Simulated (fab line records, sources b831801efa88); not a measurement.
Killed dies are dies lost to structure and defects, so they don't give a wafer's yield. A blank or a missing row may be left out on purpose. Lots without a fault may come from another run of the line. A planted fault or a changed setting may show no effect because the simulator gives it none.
fab line records | flow sky130
record lots=13 wafers=39 last_day=50
route steps=708 shown CONTACT@427 CAP2M@616 METAL4@633 METAL5@665 PAD_OPEN@708
lots that met no fault: from a run of the same line without faults
start_h: hours from the record's first day to the start of the lot's first wafer shown | wait_h: hours since the lot's step before | " the same as in the row above | L1.1+2: a row that stands for several wafers | - no value, or no start given | * or withheld: withheld | < > ~ a bound
route shown NAME@n: a module of which the file shows steps, and the number in the route of the first | usual: mean/standard deviation of fault-free wafers | same: alike in all rows | chamber/n: place in a boat | sites: the reading at each site | _std_site: their standard deviation | _edge_site: outer sites' mean less inner sites' | radius_mm: how far each site lies from the wafer's centre | mask NAME#n: copy n | behind: the tool/chamber that last shaped the wafer | hold: why the lot was held/for how many hours/how that ended | device: the transistor (n, p or np) that didn't switch | end of line: the same wafers' tests at the end of the route | a step without rows: its recipe alone | killed: dies lost to structure and defects at the first sort, not the wafer's yield | map: a wafer's dies, x killed, . not, _ none there
set.NAME: the setting as run; set.NAME@STEP: as run at that earlier step | model.NAME: the simulator's own value behind a step, which no gauge read
steps of the route over a sample of lots; a table a step, a row a wafer
services: from which hour (start_h, from the record's first day; less than 0 if before it) a tool's chamber was out of use, for how many hours, and why
## steps
# step SKY_CONTACT_CLEAN_21
# recipe chemistry=IPA time_s=180 temp_c=25
# columns lot.wafer tool chamber start_h wait_h
L202.1+5+6 wet_bench-03 0 741.52 0.0
L204.2+3+4 wet_bench-04 2 748.17 0.0
L203.4+5+6 wet_bench-04 1 748.95 0.0
L205.3+5+6 wet_bench-03 0 754.82 0.0
L212.1+3+6 wet_bench-03 0 810.52 0.0
L218.2+3+5 wet_bench-01 0 871.57 0.0
L220.1+3+5 wet_bench-03 1 877.87 0.0
L219.1+3+5 wet_bench-03 2 893.85 0.0
L222.3+5+6 wet_bench-01 0 894.62 0.0
L221.1+3+5 wet_bench-01 2 895.00 0.0
L224.3+4+5 wet_bench-04 1 900.62 0.0
L223.2+4+6 wet_bench-03 0 901.12 0.0
L225.1+4+5 wet_bench-01 3 906.37 0.0
# step SKY_CAP2M_METAL_ETCH_13
# recipe target_depth_nm=220 stop_on=SiO2 chemistry=Cl2/BCl3 target=TiN pressure_mtorr=10 icp_w=900 bias_w=48.5 Cl2_flow_sccm=60 bcl3_flow_sccm=30 time_s=62.9
# usual drypump_motor_current_A=5.5/0.46 oes_product_au=0.941/0.0076 throttle_valve_pct=21.902/0.01
# columns lot.wafer tool chamber start_h wait_h drypump_motor_current_A oes_product_au rf_hours_counter_h throttle_valve_pct
L202.1 rie_metal-04 1 956.33 0.0 6.0 0.943 13 21.913
L202.5 " 0 " " 5.9 0.943 - 21.913
L202.6 " 1 " " 6.0 0.935 - 21.902
L204.2 rie_metal-04 0 966.47 0.0 5.9 0.941 2 21.906
L204.3 " 0 " " 5.8 0.945 - 21.892
L204.4 " 1 " " 6.0 0.947 - 21.896
L203.4 rie_metal-03 1 967.10 0.0 4.7 0.935 - 21.927
L203.5 " 1 " " 4.7 0.945 - 21.911
L203.6 " 0 " " 5.6 0.948 - 21.886
L205.3 rie_metal-03 0 972.15 0.0 5.6 0.930 - 21.901
L205.5 " 1 " " 4.7 0.925 - 21.911
L205.6 " 0 " " 5.6 0.940 - 21.888
L212.1 rie_metal-03 1 1021.62 0.0 4.7 0.943 13 21.903
L212.3 " 1 " " 4.7 0.933 - 21.928
L212.6 " 0 " " 5.6 0.938 - 21.909
L218.2 rie_metal-04 0 1071.56 0.0 5.9 0.930 8 21.899
L218.3 " 1 " " 6.0 0.940 - 21.903
L218.5 " 0 " " 5.9 0.928 - 21.907
L220.1 rie_metal-01 1 1077.67 0.0 5.3 0.931 18 21.912
L220.3 " 0 " " 6.0 0.954 - 21.906
L220.5 " 1 " " 5.3 0.923 - 21.910
L219.1 rie_metal-01 1 1091.98 0.0 5.2 0.941 19 21.886
L219.3 " 0 " " 5.9 0.940 - 21.904
L219.5 " 1 " " 5.3 0.941 - 21.890
L222.3 rie_metal-03 1 1092.50 0.0 4.7 0.942 - 21.911
L222.5 " 0 " " 5.6 0.939 - 21.908
L222.6 " 1 " " 4.7 0.946 - 21.905
L221.1 rie_metal-03 1 1094.42 0.0 4.7 0.942 18 21.906
L221.3 " 0 " " 5.6 0.949 - 21.899
L221.5 " 1 " " 4.7 0.937 - 21.897
L224.3 rie_metal-01 1 1097.18 0.0 5.3 0.935 - 21.890
L224.4 " 0 " " 5.9 0.947 - 21.901
L224.5 " 1 " " 5.3 0.934 - 21.894
L223.2 rie_metal-04 0 1098.26 0.0 5.8 0.954 10 21.879
L223.4 " 0 " " 5.8 0.956 - 21.905
L223.6 " 1 " " 6.0 0.949 - 21.888
L225.1 rie_metal-01 0 1100.23 0.0 5.9 0.933 21 21.909
L225.4 " 0 " " 5.9 0.931 - 21.908
L225.5 " 1 " " 5.3 0.934 - 21.905
# step SKY_METAL4_ETCH_17
# recipe target=SiO2 stop_on=TiN chemistry=C4F8/O2/Ar source_w=1500 bias_w=1200 pressure_mtorr=40 c4f8_flow_sccm=withheld O2_flow_sccm=6 Ar_flow_sccm=300 time_s=3.9 target_depth_a=150
# usual oes_product_au=0.755/0.0079
# columns lot.wafer tool chamber start_h wait_h oes_product_au rf_hours_counter_h
L202.1 rie_diel-04 0 980.42 0.1 0.755 19
L202.5 " 2 " " 0.775 -
L202.6 " 3 " " 0.758 -
L204.2 rie_diel-04 3 991.33 0.1 0.753 13
L204.3 " 0 " " 0.748 19
L204.4 " 2 " " 0.748 9
L203.4 rie_diel-03 1 991.68 0.0 0.773 18
L203.5 " 2 " " 0.761 -
L203.6 " 1 " " 0.760 -
L205.3 rie_diel-01 2 997.10 0.0 0.761 11
L205.5 " 1 " " 0.752 -
L205.6 " 2 " " 0.766 -
L212.1 rie_diel-03 3 1044.47 0.1 0.752 27
L212.3 " 1 " " 0.754 20
L212.6 " 1 " " 0.753 -
L218.2 rie_diel-03 2 1093.23 0.1 0.747 16
L218.3 " 1 " " 0.755 22
L218.5 " 1 " " 0.762 -
L220.1 rie_diel-03 1 1099.10 0.1 0.758 22
L220.3 " 3 " " 0.740 28
L220.5 " 3 " " 0.761 -
L219.1 rie_diel-04 3 1112.07 0.1 0.748 17
L219.3 " 0 " " 0.763 23
L219.5 " 0 " " 0.767 -
L222.3 rie_diel-03 1 1113.82 0.0 0.756 22
L222.5 " 1 " " 0.754 -
L222.6 " 0 " " 0.752 -
L221.1 rie_diel-04 2 1115.53 0.1 0.745 12
L221.3 " 1 " " 0.750 24
L221.5 " 1 " " 0.755 -
L224.3 rie_diel-04 3 1118.08 0.1 0.748 17
L224.4 " 1 " " 0.759 24
L224.5 " 1 " " 0.743 -
L223.2 rie_diel-03 0 1118.77 0.1 0.746 7
L223.4 " 1 " " 0.757 -
L223.6 " 2 " " 0.758 -
L225.1 rie_diel-03 1 1120.68 0.2 0.751 22
L225.4 " 0 " " 0.754 -
L225.5 " 2 " " 0.763 -
# step SKY_METAL5_SPUTTER_04
# recipe material=TiN target_thk_nm=70 power_w=6500 time_s=58.3 chamber_pressure_pa=0.4
# usual throttle_valve_pct=30.0/1.6
# columns lot.wafer tool chamber start_h wait_h throttle_valve_pct
L202.1 pvd_sputter-01 - 1007.02 0.0 28.9
L202.5 " - " " 31.3
L202.6 " - " " 28.5
L204.2 pvd_sputter-01 - 1017.53 0.0 31.1
L204.3 " - " " 29.0
L204.4 " - " " 28.2
L203.4 pvd_sputter-03 - 1017.63 0.0 31.0
L203.5 " - " " 29.9
L203.6 " - " " 31.1
L205.3 pvd_sputter-01 - 1022.83 0.0 28.4
L205.5 " - " " 31.4
L205.6 " - " " 28.1
L212.1 pvd_sputter-03 - 1069.48 0.0 31.1
L212.3 " - " " 32.6
L212.6 " - " " 32.6
L218.2 pvd_sputter-03 - 1115.95 0.0 29.6
L218.3 " - " " 32.6
L218.5 " - " " 28.1
L220.1 pvd_sputter-03 - 1123.76 0.0 32.5
L220.3 " - " " 30.7
L220.5 " - " " 29.9
L219.1 pvd_sputter-03 - 1133.51 0.0 31.0
L219.3 " - " " 32.5
L219.5 " - " " 29.6
L222.3 pvd_sputter-03 - 1135.42 0.0 28.3
L222.5 " - " " 29.7
L222.6 " - " " 31.1
L221.1 pvd_sputter-04 - 1137.71 0.0 28.4
L221.3 " - " " 30.3
L221.5 " - " " 30.6
L224.3 pvd_sputter-03 - 1139.93 0.0 29.6
L224.4 " - " " 29.3
L224.5 " - " " 32.7
L223.2 pvd_sputter-01 - 1140.90 0.0 28.8
L223.4 " - " " 29.1
L223.6 " - " " 28.3
L225.1 pvd_sputter-04 - 1141.73 0.0 28.3
L225.4 " - " " 30.5
L225.5 " - " " 28.1
# step SKY_PAD_OPEN_PROBE_99
# usual killed_at_M0_to_M3=44/6.3 killed_at_M4_up=2.8/1.7 killed_at_contacts=25/5.8 killed_at_front_end=14/4.4 killed_at_other=0.3/0.49 killed_dies=86/8.7 killed_open=48/5.8 killed_short=38/6
# same gross_dies=492 killed_at_back_side=0
# columns lot.wafer tool chamber start_h wait_h killed_at_M0_to_M3 killed_at_M4_up killed_at_contacts killed_at_front_end killed_at_other killed_dies killed_open killed_short
L212.1 prober-02 - 1132.06 0.1 42 3 53 11 1 110 42 38
L212.3 prober-02 - 1132.16 0.2 48 2 44 14 1 109 50 38
L212.6 prober-02 - 1132.31 0.2 36 2 44 16 0 98 42 33
L218.2 prober-02 - 1174.09 0.1 51 4 21 16 1 93 40 53
L218.3 prober-02 - 1174.14 0.2 41 3 34 12 0 90 56 34
L218.5 prober-02 - 1174.24 0.2 41 1 33 11 1 87 49 38
# killed by level:class
L212.1 CONTACT:unspecified=30 VIA1:geometric_particle:open=15 CONTACT:geometric_particle:open=7 METAL2:geometric_particle:short=6 VIA2:geometric_particle:open=6 LI_CONTACT:geometric_particle:open=5 LOCAL_INTERCONNECT:geometric_particle:short=5 VIA1:geometric_particle:short=5
L212.3 CONTACT:unspecified=21 VIA1:geometric_particle:open=12 CONTACT:geometric_particle:open=11 VIA1:geometric_particle:short=7 METAL3:geometric_particle:short=6 LI_CONTACT:geometric_particle:open=5 METAL2:geometric_particle:short=5 POLY_GATE:geometric_particle:open=4
L212.6 CONTACT:unspecified=23 CONTACT:geometric_particle:open=9 VIA2:geometric_particle:open=7 VIA1:geometric_particle:open=6 METAL2:geometric_particle:short=6 POLY_GATE:geometric_particle:short=5 LI_CONTACT:geometric_particle:open=5 VIA1:geometric_particle:short=5
L218.2 VIA1:geometric_particle:open=10 LI_CONTACT:geometric_particle:open=7 METAL3:geometric_particle:short=7 CONTACT:geometric_particle:open=6 VIA1:geometric_particle:short=6 VIA3:geometric_particle:short=6 FIELD_ISO:geometric_particle:short=5 METAL1:geometric_particle:short=5
L218.3 CONTACT:geometric_particle:open=13 VIA1:geometric_particle:open=12 LI_CONTACT:geometric_particle:open=8 VIA2:geometric_particle:open=7 METAL2:geometric_particle:short=6 FIELD_ISO:geometric_particle:open=5 VIA1:geometric_particle:short=5 LOCAL_INTERCONNECT:geometric_particle:short=5
L218.5 CONTACT:geometric_particle:open=10 VIA1:geometric_particle:open=9 VIA3:geometric_particle:open=9 LI_CONTACT:geometric_particle:open=8 METAL2:geometric_particle:short=6 CONTACT:geometric_particle:short=6 LOCAL_INTERCONNECT:geometric_particle:short=5 LI_CONTACT:geometric_particle:short=4
## services
# columns tool chamber start_h hours kind
wet_bench-03 - 738.87 2.0 repair
wet_bench-03 - 742.55 1.6 repair
rie_diel-03 - 754.93 0.7 repair
pvd_sputter-03 - 755.24 2.9 repair
rie_diel-04 - 764.06 4.3 repair
pvd_sputter-03 - 771.38 5.6 repair
rie_diel-03 2 787.84 34.4 repair
rie_metal-03 - 800.02 28.1 pm
rie_diel-03 1 852.12 10.9 repair
pvd_sputter-03 - 854.45 6.5 repair
rie_diel-04 1 886.10 2.6 repair
rie_diel-04 2 917.64 2.8 repair
rie_diel-03 1 918.68 7.9 repair
rie_diel-03 1 930.28 11.1 repair
rie_diel-04 2 993.29 4.0 repair
rie_diel-03 - 999.72 0.2 repair
rie_diel-04 3 1009.54 5.5 repair
rie_diel-04 2 1041.05 8.9 repair
rie_diel-03 0 1087.47 10.1 repair
rie_diel-03 1 1103.44 6.7 repair
rie_diel-04 1 1105.84 9.4 repair
rie_metal-03 1 1117.64 15.2 repair
rie_diel-03 - 1128.02 2.8 pm
rie_diel-03 1 1140.77 6.7 repair
## key
first_sign step=SKY_PAD_OPEN_PROBE_99 reading=killed_at_contacts direction=up sigmas=3.8 usual=25 struck=47
effect step=SKY_PAD_OPEN_PROBE_99 reading=killed_dies direction=up sigmas=2.3 usual=86 struck=106
met_at SKY_CONTACT_CLEAN_21
struck_lots L212
struck_wafers L212.1,L212.3,L212.6
tester_left_out L212
not_acting_at SKY_CAP2M_METAL_ETCH_13,SKY_METAL4_ETCH_17,SKY_METAL5_SPUTTER_04
onset_between 754.82 810.52
fault kind=chamber_particle_source tool=wet_bench-03 chamber=0 onset_h=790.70 steps=SKY_CONTACT_CLEAN_21 rate_per_visit_cm2=0.81016 end_h=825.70
# tester_left_out: of these lots the tester's yield and bins aren't shown, on N5 and GAA mostly nor the transistor test; their killed dies are dies lost to structure and defects alone, not to doping, threshold or leakage, so they don't give the yield
